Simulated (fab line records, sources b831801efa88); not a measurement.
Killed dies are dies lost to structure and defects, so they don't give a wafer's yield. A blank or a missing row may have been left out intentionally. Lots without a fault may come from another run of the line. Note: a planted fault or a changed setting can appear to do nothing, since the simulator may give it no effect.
Which tool is to blame? | flow sky130 | 14 lots, 42 wafers sampled, at 5 steps of a route of 708

== WHAT THE GAUGES SHOWED, per wafer ==
SKY_LDD_P_OVL_MEAS_08.
lot  | measured     | on         | LDD_P_OVL (nm)
L177 | day 19 07:27 | overlay-02 | -0.2 0.0 -2.7
L178 | day 19 17:15 | overlay-01 | 0.5 2.5 1.5
L179 | day 20 13:41 | overlay-01 | 0.6 -1.8 -0.3
L180 | day 20 23:56 | overlay-01 | 0.1 1.5 1.4
L181 | day 21 07:49 | overlay-01 | 1.2 1.4 -0.5
L182 | day 21 20:12 | overlay-02 | -1.4 -2.7 -0.8
L183 | day 22 05:24 | overlay-02 | -1.5 -1.2 -1.7
L184 | day 22 16:50 | overlay-01 | 0.1 0.6 2.9
L186 | day 23 02:00 | overlay-02 | -0.2 1.1 0.8
L188 | day 24 04:14 | overlay-01 | 0.3 0.7 0.4
L190 | day 24 18:29 | overlay-01 | -1.2 0.3 -0.8
L193 | day 25 20:08 | overlay-01 | 0.3 -1.6 -0.6
L194 | day 26 04:37 | overlay-02 | -0.2 0.2 -2.3
L198 | day 27 07:22 | overlay-02 | -2.6 -1.4 -2.0

SKY_LDD_HVN_OVL_MEAS_07.
lot  | measured     | on         | LDD_HVN_OVL (nm)
L177 | day 20 15:11 | overlay-02 | -0.4 -1.2 -1.3
L178 | day 21 01:34 | overlay-02 | -1.6 -1.9 -0.1
L179 | day 21 21:09 | overlay-01 | -74.5 -73.8 -74.7 -75.2 -75.0 -75.5
L180 | day 22 07:32 | overlay-01 | -0.9 -1.3 -0.5
L181 | day 22 15:45 | overlay-02 | -0.6 -1.4 -0.5
L182 | day 23 04:03 | overlay-01 | -74.3 -74.0 -75.1 -75.7 -75.3 -76.5
L183 | day 23 13:00 | overlay-02 | -75.6 -74.5 -73.3 -76.7 -75.3 -74.7
L184 | day 24 00:05 | overlay-01 | 2.6 0.5 -1.2
L186 | day 24 08:34 | overlay-02 | -75.1 -75.5 -75.9 -76.5 -76.1 -77.4
L188 | day 25 10:30 | overlay-02 | 0.9 1.6 0.6
L190 | day 26 00:17 | overlay-02 | 0.3 1.6 1.0
L193 | day 27 02:20 | overlay-02 | 0.4 0.4 0.8
L194 | day 27 10:03 | overlay-01 | 2.1 0.5 0.9
L198 | day 28 13:02 | overlay-01 | -0.1 1.4 2.0

SKY_LDD_HVP_TW_MEAS_10.
lot  | measured     | on            | LDD_HVP_TW
L177 | day 21 23:01 | film-metro-03 | 456.9 457.0 454.3
L178 | day 22 09:22 | film-metro-04 | 455.6 457.7 453.4
L180 | day 23 15:31 | film-metro-03 | 453.2 454.3 455.3
L181 | day 23 23:15 | film-metro-02 | 456.2 457.9 459.8
L184 | day 25 07:27 | film-metro-02 | 458.1 454.9 456.6
L188 | day 26 16:50 | film-metro-02 | 456.8 458.2 454.8
L190 | day 27 06:26 | film-metro-04 | 456.0 456.7 456.4
L193 | day 28 07:56 | film-metro-04 | 461.3 457.6 461.3
L194 | day 28 15:51 | film-metro-04 | 458.8 462.6 459.6
L198 | day 29 18:09 | film-metro-02 | 453.2 453.8 453.7

== WHICH TOOL RAN EACH LOT (tool, then ch and the chambers of the sampled wafers, then the start) ==
lot  | SKY_POLY_GATE_ETCH_17            | SKY_LDD_HVN_EXPOSE_04
L177 | rie-si-01 ch 1,2,3, day 16 15:57 | iline-stepper-01 ch 0, day 19 23:58
L178 | rie-si-02 ch 1,2, day 17 01:06   | iline-stepper-01 ch 0, day 20 10:18
L179 | rie-si-01 ch 1,3, day 17 20:18   | iline-stepper-01 ch 0, day 21 05:35
L180 | rie-si-01 ch 2,3, day 18 05:29   | iline-stepper-02 ch 0, day 21 16:28
L181 | rie-si-02 ch 0,3, day 18 14:32   | iline-stepper-02 ch 0, day 21 23:58
L182 | rie-si-02 ch 0,2, day 18 22:19   | iline-stepper-01 ch 0, day 22 12:13
L183 | rie-si-02 ch 0,1,2, day 19 11:14 | iline-stepper-01 ch 0, day 22 21:55
L184 | rie-si-01 ch 0,1,2, day 19 21:53 | iline-stepper-02 ch 0, day 23 09:05
L186 | rie-si-01 ch 1,2, day 20 08:24   | iline-stepper-01 ch 0, day 23 17:22
L188 | rie-si-02 ch 0,1,3, day 21 10:27 | iline-stepper-02 ch 0, day 24 19:30
L190 | rie-si-01 ch 0,2,3, day 22 01:19 | iline-stepper-02 ch 0, day 25 10:07
L193 | rie-si-01 ch 1,2,3, day 23 01:51 | iline-stepper-02 ch 0, day 26 11:17
L194 | rie-si-02 ch 0,2,3, day 23 12:01 | iline-stepper-02 ch 0, day 26 20:02
L198 | rie-si-02 ch 1,2,3, day 24 17:18 | iline-stepper-02 ch 0, day 27 22:46
- SKY_POLY_GATE_ETCH_17: etches poly-Si in HBr/Cl2, stops on SiO2, target depth 180 nm, time 70.5 s.
- SKY_LDD_HVN_EXPOSE_04: exposes mask HVNTM, target cd 700 nm.

== WHAT THE TOOLS THEMSELVES READ (means of the sampled wafers that have a number; where no wafer has one, the mark that the record gives instead) ==
SKY_POLY_GATE_ETCH_17.
lot  | tool      | bias-w (W) | drypump-motor-current-A (A) | oes-product-au (a.u.) | throttle-valve-pct (%)
L177 | rie-si-01 | 100.11     | 6.3                         | 0.992                 | 33.688
L178 | rie-si-02 | 100.04     | 5.6                         | 0.980                 | 33.695
L179 | rie-si-01 | 100.18     | 5.9                         | 0.982                 | 33.681
L180 | rie-si-01 | 99.90      | 6.3                         | 0.984                 | 33.679
L181 | rie-si-02 | 99.96      | 6.6                         | 0.987                 | 33.694
L182 | rie-si-02 | 100.14     | 5.7                         | 0.986                 | 33.688
L183 | rie-si-02 | 99.73      | 5.8                         | 0.994                 | 33.686
L184 | rie-si-01 | 99.96      | 6.0                         | 0.979                 | 33.692
L186 | rie-si-01 | 99.74      | 6.5                         | 0.987                 | 33.685
L188 | rie-si-02 | 99.96      | 6.3                         | 0.994                 | 33.684
L190 | rie-si-01 | 100.03     | 6.1                         | 0.989                 | 33.679
L193 | rie-si-01 | 100.39     | 6.3                         | 0.989                 | 33.677
L194 | rie-si-02 | 100.02     | 6.2                         | 0.994                 | 33.689
L198 | rie-si-02 | 99.78      | 5.9                         | 0.980                 | 33.683

== THE ANSWER, worked out from the rows above alone ==
Rule: the lots themselves supply what counts as usual. Put in order of their means at a reading, lots are off if they are a third of the lots or fewer, leave a main group of 4 or more, and stand apart from it by a gap of 3 or more times the standard deviation of the main group's means; of several such gaps the widest counts. If all means in a main group match to the digits the tables above print for the reading, that group is not used. A lot without any number at a reading at which 4 lots or more have one is off too. Any other lot the step has rows for is counted as sound. After the gauges, taken in route order, come the tools' own readings; for these a lot's mean is taken, as printed above. At the first step where some lot is off, the reading lying furthest off is the one used; lots without a number count as furthest.
Off: L179, L182, L183, L186, seen at SKY_LDD_HVN_OVL_MEAS_07 (LDD_HVN_OVL). Main group: mean 0.2 nm, sd 0.94.
A tool fits if, at a process step before that reading, it ran every lot that is off, and no sound lot after the first of them. Those tools and the gauges at SKY_LDD_HVN_OVL_MEAS_07 are tried in the same way. One fits: iline-stepper-01 at SKY_LDD_HVN_EXPOSE_04. A fault onset in the window from L178 (day 20 10:18, its last sound lot) to L179 (day 21 05:35, its first lot off) fits.

== WHAT THE SIMULATOR HAD PUT IN ==
Scanner matching overlay: iline-stepper-01, from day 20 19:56 on, at SKY_LDD_HVN_EXPOSE_04. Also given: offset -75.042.
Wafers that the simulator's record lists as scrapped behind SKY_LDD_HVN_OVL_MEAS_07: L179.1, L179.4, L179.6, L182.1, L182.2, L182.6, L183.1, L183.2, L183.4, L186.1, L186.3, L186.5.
Lots struck among those shown: L179, L182, L183, L186. The rule above found the same.
